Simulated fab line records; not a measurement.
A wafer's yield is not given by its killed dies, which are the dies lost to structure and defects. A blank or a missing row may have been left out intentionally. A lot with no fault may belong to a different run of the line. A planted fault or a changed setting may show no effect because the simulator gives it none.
2 desks, one fault / flow sky130 / each desk holds nothing but its own numbers, with what lay behind them at the end

FOR THE TOOL OWNER'S DESK: litho_track-01
The tool's own readings at SKY_LDD_HVN_COAT_02 (resist thk 300 nm): means of the sampled wafers that have a number, for each lot that ran on this tool. Marked OUT: a lot whose mean sits more than 4 standard deviations from the usual mean, which makes it out of limits; the brackets give that distance.
Columns: A = spin_speed_rpm at SKY_LDD_HVN_COAT_02, usual 3000.0 rpm
lot=L614; first seen here=day 19 17:40; A=3001.3
lot=L619; first seen here=day 21 14:54; A=3378.5 (+99 or more) OUT
lot=L621; first seen here=day 22 16:06; A=3381.4 (+99 or more) OUT
lot=L626; first seen here=day 25 13:24; A=2998.9
lot=L628; first seen here=day 25 19:24; A=2999.6
lot=L629; first seen here=day 26 06:09; A=3001.3
lot=L635; first seen here=day 27 14:14; A=2997.8
lot=L636; first seen here=day 27 21:11; A=2999.5
This desk finds L619, L621 out of limits, L619 being first, at day 21 14:54 (spin_speed_rpm at SKY_LDD_HVN_COAT_02). L614, L626, L628, L629, L635, L636 stayed within limits.

FROM THE METROLOGY DESK
What the gauges read, lot by lot, whatever tool the lot ran on: means of the sampled wafers that have a number. Marked OUT: a lot whose mean sits more than 4 standard deviations from the usual mean, which makes it out of limits; the brackets give that distance.
Columns: A = POLY_GATE_OVL at SKY_POLY_GATE_OVL_MEAS_14, usual 3 nm; B = POLY_GATE_OXIDATION_THK at SKY_POLY_GATE_THK_MEAS_21, usual 4.02 nm
lot=L614; first seen here=day 16 10:52; A=-5; B=4.16
lot=L618; first seen here=day 18 00:31; A=1; B=3.96
lot=L619; first seen here=day 18 07:25; A=-2; B=3.93
lot=L621; first seen here=day 19 07:03; A=3; B=3.97
lot=L627; first seen here=day 22 06:55; A=11; B=4.03
lot=L626; first seen here=day 22 08:02; A=4; B=4.11
lot=L628; first seen here=day 22 14:19; A=5; B=4.03
lot=L629; first seen here=day 23 00:07; A=7; B=4.01
lot=L630; first seen here=day 23 04:10; A=4; B=4.00
lot=L632; first seen here=day 23 14:41; A=4; B=4.13
lot=L635; first seen here=day 24 11:45; A=-6; B=4.06
lot=L636; first seen here=day 24 17:58; A=2; B=4.06
This desk found nothing out of limits on any of the 12 lots.

TAKEN TOGETHER
The tool owner's desk could have raised an alarm at day 21 14:54, on L619, L621.
Nothing out of limits was seen by the metrology desk.
The metrology desk holds a record of L619, L621, inside its limits.
All the named lots went through SKY_LDD_HVN_COAT_02 on litho_track-01.

WHAT THE SIMULATOR HAD INSERTED
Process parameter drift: litho_track-01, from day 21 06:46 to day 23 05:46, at SKY_LDD_HVN_COAT_02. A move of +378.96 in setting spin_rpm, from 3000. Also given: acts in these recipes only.
Lots struck among those shown: L619, L621.
Each desk's first reading out of limits, in hours after the fault started: the tool owner's desk, 8.
